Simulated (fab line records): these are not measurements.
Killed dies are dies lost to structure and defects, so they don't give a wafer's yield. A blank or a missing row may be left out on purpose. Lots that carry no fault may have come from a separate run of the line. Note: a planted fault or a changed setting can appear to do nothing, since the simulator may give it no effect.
fab line records | flow sky130
record: lots: 6 | wafers: 18 | last_day: 50
route steps=708 shown LDD_N@238 PAD_OPEN@708
lots that met no fault: from a run of the same line without faults
start_h: start of the lot's first displayed wafer, in hours after the record's first day | wait_h: hours elapsed since this lot's preceding step | " unchanged from the row above | L1.1+2: a single row standing in for several wafers | - value missing, or start not given | * or withheld: withheld | < > ~ a bound
route shown NAME@n: a module of which the file shows steps, and the number in the route of the first | usual: the fault-free wafers' mean and standard deviation | same: alike in all rows | chamber/n: place in a boat | sites: the reading at each site | _std_site: the values' standard deviation | _edge_site: the outer-site mean with the inner-site mean subtracted | radius_mm: for every site, how far away it sits from the centre of the wafer | mask NAME#n: copy n | behind: the most recent tool/chamber to have shaped the wafer | hold: why the lot went on hold/how many hours it stayed there/how the hold came to an end | device: the transistor (n, p or np) that didn't switch | end of line: the tests these same wafers got at the end of their route | a step with no rows: only its recipe | killed: dies that structure and defects cost at the first sort, which is not the same as the wafer's yield | map: dies across one wafer; x = killed, . = not, _ = none there
set.NAME: the setting as run; set.NAME@STEP: as run at that earlier step | model.NAME: the simulator's own value behind a step, which no gauge read
a table for each step, a row for each wafer; lots at some steps of the route
services: the hour from which a tool's chamber was out of use, counted from the record's first day as start_h (under 0 if before that day), plus the number of hours and why
== steps ==
step: SKY_LDD_N_HMDS_01
recipe: prime_time_s: 60 | prime_temp_c: 120
step: SKY_LDD_N_COAT_02
recipe: resist: NOVOLAK | spin_rpm: 3000 | resist_thk_nm: 300
step: SKY_LDD_N_SOFTBAKE_03
recipe: temp_c: 90 | time_s: 60 | resist: NOVOLAK
step: SKY_LDD_N_EXPOSE_04
recipe: mask_id: NTM | target_cd_nm: 840 | na: 0.6 | source_shape: conventional | sigma_outer: 0.6 | dose_mj: 110
step: SKY_LDD_N_PEB_05
recipe: temp_c: withheld | time_s: * | resist: NOVOLAK
step: SKY_LDD_N_DEVELOP_06
recipe: develop_time_s: 60 | dev_temp_c: 23
step: SKY_LDD_N_OVL_MEAS_07
usual: LDD_N_OVL: -0.4/1.4
lot.wafer | tool       | chamber | start_h | wait_h | LDD_N_OVL[nm]
L279.1    | overlay-02 | -       | 404.44  | 0.1    | -0.8
L279.4    | "          | -       | "       | "      | -0.9
L279.5    | "          | -       | "       | "      | 1.0
L292.2    | overlay-01 | -       | 516.44  | 0.1    | 2.2
L292.3    | "          | -       | "       | "      | -0.3
L292.5    | "          | -       | "       | "      | -0.6
L293.1    | overlay-02 | -       | 528.24  | 0.1    | -0.7
L293.4    | "          | -       | "       | "      | -1.5
L293.6    | "          | -       | "       | "      | -2.8
L294.1    | overlay-01 | -       | 533.89  | 0.1    | 0.5
L294.3    | "          | -       | "       | "      | -1.3
L294.5    | "          | -       | "       | "      | 0.7
L297.1    | overlay-02 | -       | 559.55  | 0.1    | -0.3
L297.3    | "          | -       | "       | "      | -0.3
L297.5    | "          | -       | "       | "      | -0.1
L302.1    | overlay-01 | -       | 593.95  | 0.1    | -1.7
L302.3    | "          | -       | "       | "      | -1.0
L302.6    | "          | -       | "       | "      | 0.7
step: SKY_LDD_N_IMPLANT_08
recipe: species: As | energy_kev: 20 | dose_cm2: 7.5e+13 | tilt_deg: withheld | rotation_deg: 23
step: SKY_LDD_N_IMPLANT_09
recipe: species: As | energy_kev: 20 | dose_cm2: 7.5e+13 | tilt_deg: withheld | rotation_deg: 113
step: SKY_LDD_N_IMPLANT_10
recipe: species: As | energy_kev: 20 | dose_cm2: 7.5e+13 | tilt_deg: withheld | rotation_deg: 203
step: SKY_LDD_N_IMPLANT_11
recipe: species: As | energy_kev: 20 | dose_cm2: 7.5e+13 | tilt_deg: withheld | rotation_deg: 293
step: SKY_LDD_N_IMPLANT_12
recipe: species: BF2 | energy_kev: 50 | dose_cm2: 5e+12 | tilt_deg: 30 | rotation_deg: 0
step: SKY_LDD_N_IMPLANT_13
recipe: species: BF2 | energy_kev: 50 | dose_cm2: 5e+12 | tilt_deg: 30 | rotation_deg: 90
usual: beam_on_s: 10.01/0.21 | dose_ions_cm2: 4.999e+12/5.5e+09 | faraday_current_uA: 28.2/0.58
lot.wafer | tool         | chamber | start_h | wait_h | beam_on_s | dose_ions_cm2 | faraday_current_uA
L279.1    | implanter-01 | 0       | 405.22  | 0.1    | 9.26      | 5.006e+12     | 30.3
L279.4    | "            | 0       | "       | "      | 9.88      | 5.003e+12     | 28.5
L279.5    | "            | 0       | "       | "      | 10.34     | 4.999e+12     | 27.4
L292.2    | implanter-01 | 0       | 517.24  | 0.1    | 9.96      | 5.004e+12     | 28.3
L292.3    | "            | 0       | "       | "      | 10.02     | 5.005e+12     | 28.1
L292.5    | "            | 0       | "       | "      | 10.00     | 4.999e+12     | 28.1
L293.1    | implanter-01 | 0       | 529.02  | 0.1    | 10.22     | 3.702e+12     | 20.5
L293.4    | "            | 0       | "       | "      | 9.96      | 3.694e+12     | 21.0
L293.6    | "            | 0       | "       | "      | 9.92      | 3.701e+12     | 21.2
L294.1    | implanter-01 | 0       | 534.67  | 0.1    | 9.93      | 3.716e+12     | 21.2
L294.3    | "            | 0       | "       | "      | 10.48     | 3.706e+12     | 19.9
L294.5    | "            | 0       | "       | "      | 10.24     | 3.712e+12     | 20.4
L297.1    | implanter-03 | 0       | 560.33  | 0.1    | 10.16     | 4.995e+12     | 27.9
L297.3    | "            | 0       | "       | "      | 10.10     | 5.003e+12     | 27.9
L297.5    | "            | 0       | "       | "      | 10.04     | 5e+12         | 28.0
L302.1    | implanter-03 | 0       | 594.73  | 0.1    | 10.18     | 4.995e+12     | 27.7
L302.3    | "            | 0       | "       | "      | 9.82      | 5.014e+12     | 28.8
L302.6    | "            | 0       | "       | "      | 10.22     | 5.002e+12     | 27.7
step: SKY_LDD_N_IMPLANT_14
recipe: species: BF2 | energy_kev: 50 | dose_cm2: 5e+12 | tilt_deg: 30 | rotation_deg: 180
step: SKY_PAD_OPEN_PROBE_99
usual: killed_at_M0_to_M3: 43/7 | killed_at_M4_up: 3.1/2 | killed_at_contacts: 24/5.3 | killed_at_front_end: 15/4.2 | killed_at_other: 0.4/0.66 | killed_dies: 86/9.5 | killed_open: 47/7.4 | killed_short: 38/6.2
same: gross_dies: 492 | killed_at_back_side: 0
lot.wafer | tool      | chamber | start_h | wait_h | killed_at_M0_to_M3 | killed_at_M4_up | killed_at_contacts | killed_at_front_end | killed_at_other | killed_dies | killed_open | killed_short
L279.1    | prober-01 | -       | 1074.77 | 0.1    | 51                 | 4               | 24                 | 18                  | 0               | 97          | 59          | 38
L279.4    | prober-01 | -       | 1074.92 | 0.2    | 47                 | 4               | 32                 | 9                   | 0               | 92          | 58          | 34
L279.5    | prober-01 | -       | 1074.97 | 0.2    | 36                 | 2               | 19                 | 14                  | 1               | 72          | 46          | 26
killed by level:class
L279.1 VIA1:geometric_particle:open=16 LI_CONTACT:geometric_particle:open=8 CONTACT:geometric_particle:open=8 FIELD_ISO:geometric_particle:open=7 METAL1:geometric_particle:short=6 VIA2:geometric_particle:open=6 VIA3:geometric_particle:open=5 POLY_GATE:geometric_particle:open=4
L279.4 CONTACT:geometric_particle:open=13 LI_CONTACT:geometric_particle:open=9 VIA2:geometric_particle:open=9 VIA3:geometric_particle:open=7 VIA1:geometric_particle:short=7 VIA1:geometric_particle:open=7 METAL2:geometric_particle:short=6 LOCAL_INTERCONNECT:geometric_particle:short=4
L279.5 VIA1:geometric_particle:open=14 LI_CONTACT:geometric_particle:open=12 VIA2:geometric_particle:open=6 FIELD_ISO:geometric_particle:short=5 LOCAL_INTERCONNECT:geometric_particle:short=5 VIA3:geometric_particle:open=5 METAL2:geometric_particle:short=4 FIELD_ISO:geometric_particle:open=3
== services ==
tool         | chamber | start_h | hours | kind
implanter-03 | -       | 406.73  | 11.7  | pm
implanter-03 | -       | 459.02  | 6.3   | repair
implanter-03 | -       | 488.87  | 6.2   | repair
implanter-01 | -       | 518.52  | 4.4   | pm
implanter-03 | -       | 532.85  | 2.6   | repair
== key ==
first_sign: step: SKY_LDD_N_IMPLANT_13 | reading: dose_ions_cm2 | direction: down | sigmas: 99+ | usual: * | struck: *
effect: step: SKY_LDD_N_IMPLANT_13 | reading: faraday_current_uA | direction: down | sigmas: 13 | usual: 28.2 | struck: 20.7
met_at SKY_LDD_N_IMPLANT_13
struck_wafers L293.1,L293.4,L293.6,L294.1,L294.3,L294.5
tester_left_out L293,L294
onset_between 517.24 529.02
fault: kind: process_parameter_drift | tool: implanter-01 | chamber: - | onset_h: 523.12 | steps: SKY_LDD_N_IMPLANT_13 | channel: dose_cm2 | offset: * | shape: step | end_h: 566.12 | acts_in: * | stated: *
tester_left_out: of these lots the tester's yield and bins aren't shown, on N5 and GAA mostly nor the transistor test; their killed dies are dies lost to structure and defects alone, not to doping, threshold or leakage, so they don't give the yield
